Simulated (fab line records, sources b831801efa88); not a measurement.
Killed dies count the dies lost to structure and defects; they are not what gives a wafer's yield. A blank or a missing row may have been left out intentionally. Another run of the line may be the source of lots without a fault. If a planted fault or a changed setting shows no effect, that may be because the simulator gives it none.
Split-lot study | flow sky130 | on a route of 708 steps: 5 lots, 23 wafers read

== ON THE SPLIT ==
At SKY_RES_PROTECT_COAT_02 (resist thk 1140 nm), the setting spin-rpm was moved away from the recipe's 3000 rpm on 11 of the 23 wafers read, by -7.2% to +6.1%. For the rest of the wafers, this setting stayed at what the recipe calls for.

The split's own step is where the reading is taken.

== THE READING ==
NOVOLAK_of_RES_PROTECT_COAT_02.thk-nm (the simulator's own value, which no gauge read), in nm, at SKY_RES_PROTECT_COAT_02 (resist thk 1140 nm). The file does not state a usual value for it. Here, 12 wafers ran the recipe; their average is 1139 nm with a standard deviation of 2.1 nm.

wafer  | tool, chamber at the split | spin-rpm as run, rpm | against the recipe | NOVOLAK_of_RES_PROTECT_COAT_02.thk-nm, nm | against lot-mates on the recipe
L077.1 | litho-track-02, 0          | 3079                 | +2.6%              | 1127                                      | -11
L077.2 | litho-track-02, 0          | 3000                 | recipe             | 1137                                      | -
L077.3 | litho-track-02, 0          | 3079                 | +2.6%              | 1123                                      | -15
L077.4 | litho-track-02, 0          | 3000                 | recipe             | 1138                                      | -
L077.6 | litho-track-02, 0          | 3000                 | recipe             | 1140                                      | -
L078.2 | litho-track-02, 0          | 3000                 | recipe             | 1139                                      | -
L078.3 | litho-track-02, 0          | 2783                 | -7.2%              | 1180                                      | +40
L078.4 | litho-track-02, 0          | 3000                 | recipe             | 1142                                      | -
L078.5 | litho-track-02, 0          | 2783                 | -7.2%              | 1183                                      | +42
L078.6 | litho-track-02, 0          | 2783                 | -7.2%              | 1184                                      | +44
L080.2 | litho-track-02, 0          | 3000                 | recipe             | 1138                                      | -
L080.4 | litho-track-02, 0          | 3000                 | recipe             | 1135                                      | -
L080.5 | litho-track-02, 0          | 3000                 | recipe             | 1140                                      | -
L083.1 | litho-track-01, 0          | 3183                 | +6.1%              | 1104                                      | -34
L083.2 | litho-track-01, 0          | 3183                 | +6.1%              | 1104                                      | -34
L083.3 | litho-track-01, 0          | 3000                 | recipe             | 1140                                      | -
L083.4 | litho-track-01, 0          | 3183                 | +6.1%              | 1106                                      | -32
L083.5 | litho-track-01, 0          | 3000                 | recipe             | 1136                                      | -
L084.1 | litho-track-02, 0          | 3000                 | recipe             | 1142                                      | -
L084.2 | litho-track-02, 0          | 2825                 | -5.8%              | 1174                                      | +34
L084.3 | litho-track-02, 0          | 2825                 | -5.8%              | 1177                                      | +36
L084.4 | litho-track-02, 0          | 2825                 | -5.8%              | 1173                                      | +32
L084.6 | litho-track-02, 0          | 3000                 | recipe             | 1139                                      | -

THE FIT
A straight line over all 23 wafers: NOVOLAK_of_RES_PROTECT_COAT_02.thk-nm changes by -5.87 nm for each +1% of spin-rpm; r = -1.00; the points scatter about the line by 2.1 nm.
The same after taking each lot's own level away (the mean of its wafers on the recipe; 23 wafers): -5.66 nm for each +1%; r = -1.00; scatter 1.8 nm.
The reading moves by 41 nm for the largest change in spin-rpm, on that fit.
The span of the lots' own levels, 1137.7 to 1140.5 nm, comes to 1.4 times the standard deviation stated above.
Consequently the slope shifts little with the lot-to-lot level, the two slopes agreeing.
Check: with one of the wafers moved furthest among these (-7.2%) left out of the fit, the line predicts +41.9 nm for it against its lot-mates. Against them it came out at +39.5 nm.

== OTHER SPLITS ON THESE WAFERS ==
Before the reading, these wafers also passed through other splits. Each is held against what the fit with the lots' levels taken away leaves over:
other split on the same wafers       | wafers away from the commonest value | r with NOVOLAK_of_RES_PROTECT_COAT_02.thk-nm (lot level and that fit taken away)
SKY_SONOS_ONO_CVD_04 temp-c          | 18                                   | +0.03
SKY_GATE_OXIDE_COAT_05 spin-rpm      | 8                                    | -0.04
SKY_GATE_OXIDE_DEVELOP_09 dev-temp-c | 8                                    | -0.10

== THE WHOLE CHAIN: every reading that the file lists as answering this split, in the file's order ==
step                     | what it does       | reading                                                                                | change (the file's fit)              | r (the file's)
SKY_RES_PROTECT_COAT_02  | resist thk 1140 nm | NOVOLAK_of_RES_PROTECT_COAT_02.thk-nm (the simulator's own value, which no gauge read) | -5.69 nm for each +1% of the setting | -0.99
SKY_RES_PROTECT_STRIP_07 | strips in O2/N2    | strip-time-to-endpoint-s                                                               | withheld for each +1% of the setting | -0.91

== THE FILE'S OWN FIT ==
NOVOLAK_of_RES_PROTECT_COAT_02.thk-nm changes by -5.69 nm for each +1% of spin-rpm, r = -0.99.
